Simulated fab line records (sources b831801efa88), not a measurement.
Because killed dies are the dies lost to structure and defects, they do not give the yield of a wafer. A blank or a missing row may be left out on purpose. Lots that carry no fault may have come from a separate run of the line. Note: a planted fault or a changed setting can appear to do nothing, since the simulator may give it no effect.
A lot that was struck, set against a sound lot || flow gf180mcu || 43 steps out of a route of 602
Sound: wafers L196.4, L196.5, L196.6. Struck: wafers L205.4, L205.5. (L205.1 of the same lot was not struck and is left out.) The cause comes at the end.
Order at every step that has rows: each side's tool, ch and its chambers, its first start. Under that, the readings that differ: sound wafers || struck wafers || difference of the means || sigmas: that difference in standard deviations of wafers without a fault.
alike: a reading whose means differ by less than 2 such deviations, as well as words and numbers matching on both sides. not compared: withheld readings; readings where some wafer has no value; bounds like >300 that might hide an equal value; numbers whose values overlap and for which the record gives no deviation.
The two part at a step that has a row with sigmas, a row that says differs or no value, or rows on one side only. Numbers that don't overlap but have no deviation are shown without sigmas and don't part them. Lack of a reading on every wafer of one side parts them only where that side has two or more wafers.

first, 1 step without rows for these wafers: GF_VT_IMPLANT_IMPLANT_30.
GF_VT_IMPLANT_STRIP_31: strips in O2/N2.
  sound on plasma_asher-01 ch 0,1, day 7 15:53; struck on plasma_asher-01 ch 0, day 10 02:57
{"reading": "strip_time_to_endpoint_s (s)", "sound": "12.63 12.60 12.61", "struck": "12.69 12.72", "difference": "+0.09", "sigmas": "+2"}
  alike: drypump_motor_current_A, heater_power_w, oes_product_au
  not compared: rf_hours_counter_h
GF_VT_IMPLANT_TW_MEAS_32:
  sound: film_metro-01 at day 7 15:59; struck: film_metro-03 at day 10 03:03
  alike: VT_IMPLANT_3_TW
then, 7 steps without rows for these wafers: GF_VT_IMPLANT_DEHYDRATE_33 (time 60 s); GF_VT_IMPLANT_HMDS_34 (prime time 60 s); GF_VT_IMPLANT_COAT_35 (resist thk 1000 nm); GF_VT_IMPLANT_SOFTBAKE_36 (time 60 s); GF_VT_IMPLANT_EXPOSE_37 (exposes mask Nwell HV AREA, target cd 860 nm); GF_VT_IMPLANT_PEB_38; GF_VT_IMPLANT_DEVELOP_39 (develop time 60 s).
GF_VT_IMPLANT_OVL_MEAS_40:
  sound: overlay-01 at day 8 07:55; struck: overlay-02 at day 10 21:13
  alike: VT_IMPLANT_03_OVL
after that, 1 step had no rows for these wafers: GF_VT_IMPLANT_IMPLANT_41.
GF_VT_IMPLANT_STRIP_42: strips in O2/N2.
  sound on plasma_asher-01 ch 0,1, day 8 08:07; struck on plasma_asher-01 ch 0, day 10 21:24
  alike: drypump_motor_current_A, heater_power_w, oes_product_au, strip_time_to_endpoint_s
  not compared: rf_hours_counter_h
GF_VT_IMPLANT_TW_MEAS_43:
  sound: film_metro-04 at day 8 08:13; struck: film_metro-04 at day 10 21:30
  alike: VT_IMPLANT_4_TW
then, 1 step without rows for these wafers: GF_VT_IMPLANT_CLEAN_44 (cleans in SC1/SC2, time 150 s).
GF_VT_IMPLANT_RTA_45: time 30 s.
  sound on rtp_anneal-01 ch 0, day 8 08:21; struck on rtp_anneal-02 ch 0, day 10 21:37
{"reading": "lamp_power_pct (%)", "sound": "42.5 42.5 42.6", "struck": "36.1 36.2", "difference": -6.4, "sigmas": -2}
  alike: chamber_o2_ppm, wafer_temp_C_max
GF_VT_IMPLANT_RS_MEAS_46: measurement is done with a four-point probe.
  sound: film_metro-04 at day 8 08:28; struck: film_metro-04 at day 10 21:43
  alike: MVSD_RS
GF_VT_IMPLANT_RS_MEAS_47: measurement is done with a four-point probe.
  sound: film_metro-04 at day 8 08:35; struck: film_metro-04 at day 10 21:50
  alike: NWELL_RS
GF_VT_IMPLANT_RS_MEAS_48: measurement is done with a four-point probe.
  sound: film_metro-04 at day 8 08:42; struck: film_metro-04 at day 10 21:57
  alike: LVPWELL_RS
GF_VT_IMPLANT_RS_MEAS_49: measurement is done with a four-point probe.
  sound: film_metro-04 at day 8 08:49; struck: film_metro-04 at day 10 22:04
  alike: MVPSD_RS
then, 4 steps without rows for these wafers: GF_VT_IMPLANT_WET_ETCH_50 (etches SiO2 in dHF, target depth 20 nm, time 400 s); GF_DUAL_GATE_CLEAN_00 (cleans in SC1/SC2, time 150 s); GF_DUAL_GATE_CLEAN_01 (cleans in dHF, time 20 s); GF_DUAL_GATE_OXIDATION_02 (stabilise 600 s, purge 300 s, target thk 10.887 nm).
GF_DUAL_GATE_THK_MEAS_03:
  sound: film_metro-02 at day 8 10:36; struck: film_metro-02 at day 11 00:03
  alike: DUAL_GATE_OXIDATION_00_THK
then, 7 steps without rows for these wafers: GF_DUAL_GATE_DEHYDRATE_04 (time 60 s); GF_DUAL_GATE_HMDS_05 (prime time 60 s); GF_DUAL_GATE_COAT_06 (resist thk 1000 nm); GF_DUAL_GATE_SOFTBAKE_07 (time 60 s); GF_DUAL_GATE_EXPOSE_08 (exposes mask Dualgate, target cd 700 nm); GF_DUAL_GATE_PEB_09; GF_DUAL_GATE_DEVELOP_10 (develop time 60 s).
GF_DUAL_GATE_OVL_MEAS_11:
  sound: overlay-01 at day 9 02:43; struck: overlay-01 at day 11 18:31
  alike: DUAL_GATE_OVL
then, 1 step without rows for these wafers: GF_DUAL_GATE_WET_ETCH_12 (etches SiO2 in dHF, target depth 13 nm, time 260 s).
GF_DUAL_GATE_STRIP_13: strips in O2/N2.
  sound on plasma_asher-02 ch 0,1, day 9 02:51; struck on plasma_asher-03 ch 0, day 11 18:38
  alike: drypump_motor_current_A, heater_power_w, oes_product_au, strip_time_to_endpoint_s
  not compared: rf_hours_counter_h
then, 3 steps without rows for these wafers: GF_DUAL_GATE_CLEAN_14 (cleans in SC1/SC2, time 150 s); GF_DUAL_GATE_OXIDATION_15 (stabilise 600 s, purge 300 s, target thk 7.098 nm); GF_POLY_GATE_CVD_00 (deposits poly-Si, target thk 200 nm, time 1200 s).
GF_POLY_GATE_THK_MEAS_01:
  sound: film_metro-02 at day 9 06:52; struck: film_metro-01 at day 11 22:47
  alike: POLY_GATE_CVD_00_THK
then, 3 steps without rows for these wafers: GF_POLY_GATE_DEHYDRATE_02 (time 60 s); GF_POLY_GATE_HMDS_03 (prime time 60 s); GF_POLY_GATE_COAT_04.
-- a jump in the record: the struck wafers' starts before and after are 21 days apart (it breaks off in module POLY_GATE and resumes in module PASSIVATION, where the first step shown is number 602 of the route) --
GF_PASSIVATION_PROBE_99:
  only the struck wafers here have rows in the record (prober-01, day 32 11:58); the sound ones have none

## WHERE THEY PART
First at GF_VT_IMPLANT_STRIP_31; last, within this record, at GF_PASSIVATION_PROBE_99.

WHY: what the simulator had put in
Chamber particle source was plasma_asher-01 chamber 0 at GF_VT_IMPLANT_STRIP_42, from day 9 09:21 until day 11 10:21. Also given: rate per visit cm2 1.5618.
